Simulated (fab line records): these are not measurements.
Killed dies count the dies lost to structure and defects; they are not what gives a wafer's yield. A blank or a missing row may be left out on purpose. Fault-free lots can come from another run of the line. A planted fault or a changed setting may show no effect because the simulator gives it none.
Comparing a struck lot with a sound one || flow sky130 || 21 out of 708 route steps
Sound: the wafers L892.1, L892.4, L892.5. Wafers struck: L904.3, L904.5, L904.6. The cause is named last.
Order at every step that has rows: each side's tool, ch and its chambers, its first start. Under that, the readings that differ: sound wafers || struck wafers || difference of the means || sigmas: that difference in standard deviations of wafers without a fault.
alike: readings with means less than 2 such deviations apart, plus words and numbers identical on both sides. not compared: withheld readings, readings lacking a value on some wafer, bounds such as >300 that could conceal the same value, and numbers that have no deviation in the record and whose values overlap.
A row with sigmas, a row that says differs or no value, or rows on one side alone: a step with any of these is where the two part. Numbers that don't overlap but have no deviation are shown without sigmas and don't part them. A reading that every wafer of one side lacks parts them only if that side has two wafers or more.

SKY_SD_N_RTA_14: time 2 s.
  sound on rtp-anneal-01 ch 0, day 30 15:58; struck on rtp-anneal-02 ch 0, day 34 01:31
  alike: lamp-power-pct, ramp-up-c-per-s, wafer_temp_C_max
SKY_SD_N_RS_MEAS_16: measurement is done with a four-point probe.
  sound: film-metro-03 at day 30 16:08; struck: film-metro-04 at day 34 01:43
  alike: SD_N_RS
SKY_SD_N_RS_MEAS_17: measurement is done with a four-point probe.
  sound: film-metro-03 at day 30 16:16; struck: film-metro-04 at day 34 01:50
  alike: SD_P_RS
SKY_SD_N_RS_MEAS_18: measurement is done with a four-point probe.
  sound: film-metro-03 at day 30 16:23; struck: film-metro-04 at day 34 01:58
  alike: RES_XHIGH_RS
then, 2 steps without rows for these wafers: SKY_SALICIDE_CLEAN_00 (cleans in HF-last, time 30 s); SKY_LI_CONTACT_HDPCVD_00 (deposits PSG, target thk 930 nm, time 155 s).
SKY_LI_CONTACT_THK_MEAS_01:
  sound: film-metro-02 at day 30 16:39; struck: film-metro-03 at day 34 02:11
  alike: LI_CONTACT_HDPCVD_THK
SKY_LI_CONTACT_CMP_02: polishes PSG.
  sound on cmp-01 ch 0,2,3, day 30 16:49; struck on cmp-01 ch 0,2,3, day 34 02:19
  alike: motor-current-A, slurry-flow-ml-min, time-to-endpoint-s
SKY_LI_CONTACT_BOW_MEAS_03:
  sound: film-metro-03 at day 30 17:01; struck: film-metro-04 at day 34 02:34
  alike: LI_CONTACT_BOW
then, 2 steps without rows for these wafers: SKY_LI_CONTACT_DEHYDRATE_04 (time 60 s); SKY_LI_CONTACT_HMDS_05 (prime time 60 s).
SKY_LI_CONTACT_COAT_06: resist thk 60 nm.
  sound on litho-track-03 ch 0, day 31 06:14; struck on litho-track-04 ch 0, day 34 15:10
then, 5 steps without rows for these wafers: SKY_LI_CONTACT_COAT_07 (resist thk 450 nm); SKY_LI_CONTACT_SOFTBAKE_08 (time 90 s); SKY_LI_CONTACT_EXPOSE_09 (exposes mask LICM1, target cd 170 nm); SKY_LI_CONTACT_PEB_10; SKY_LI_CONTACT_DEVELOP_11 (develop time 60 s).
SKY_LI_CONTACT_CD_MEAS_12 targets a cd of 170 nm.
  sound: cd-sem-02 at day 31 20:24; struck: cd-sem-01 at day 35 04:55
  alike: cd-nm
SKY_LI_CONTACT_OVL_MEAS_13:
  sound: overlay-02 at day 31 20:31; struck: overlay-01 at day 35 05:01
  alike: LI_CONTACT_OVL
SKY_LI_CONTACT_ETCH_14: etches BARC in N2/H2, stops on SiO2, time 45.9 s, target depth 60 nm.
  sound on rie-diel-02 ch 1,3, day 31 20:34; struck on rie-diel-04 ch 2,3, day 35 05:02
{"reading": "drypump-motor-current-A (A)", "sound": "5.2 5.3 5.2", "struck": "6.0 6.0 5.9", "difference": "+0.7", "sigmas": "+2"}
{"reading": "oes-product-au (a.u.)", "sound": "0.853 0.855 0.849", "struck": "0.817 0.828 0.818", "difference": -0.031, "sigmas": -6}
{"reading": "model.etch.depth-nm (nm)", "sound": "59.97 59.84 59.83", "struck": "56.17 56.39 56", "difference": -3.69, "sigmas": ""}
  alike: bias-w, chamber-pressure-mTorr, throttle-valve-pct
  not compared: rf-hours-counter-h
SKY_LI_CONTACT_ETCH_15: etches PSG in C4F8/O2/Ar, stops on Si, target depth 600 nm.
  sound on rie-diel-02 ch 1,3, day 31 20:36; struck on rie-diel-04 ch 2,3, day 35 05:04
  alike: bias-w, chamber-pressure-mTorr, oes-product-au

## WHERE THEY PART
Within this record, at SKY_LI_CONTACT_ETCH_14 only. Later steps at which nothing parts them and some readings are alike: SKY_LI_CONTACT_ETCH_15.

WHY: whatever the simulator had introduced
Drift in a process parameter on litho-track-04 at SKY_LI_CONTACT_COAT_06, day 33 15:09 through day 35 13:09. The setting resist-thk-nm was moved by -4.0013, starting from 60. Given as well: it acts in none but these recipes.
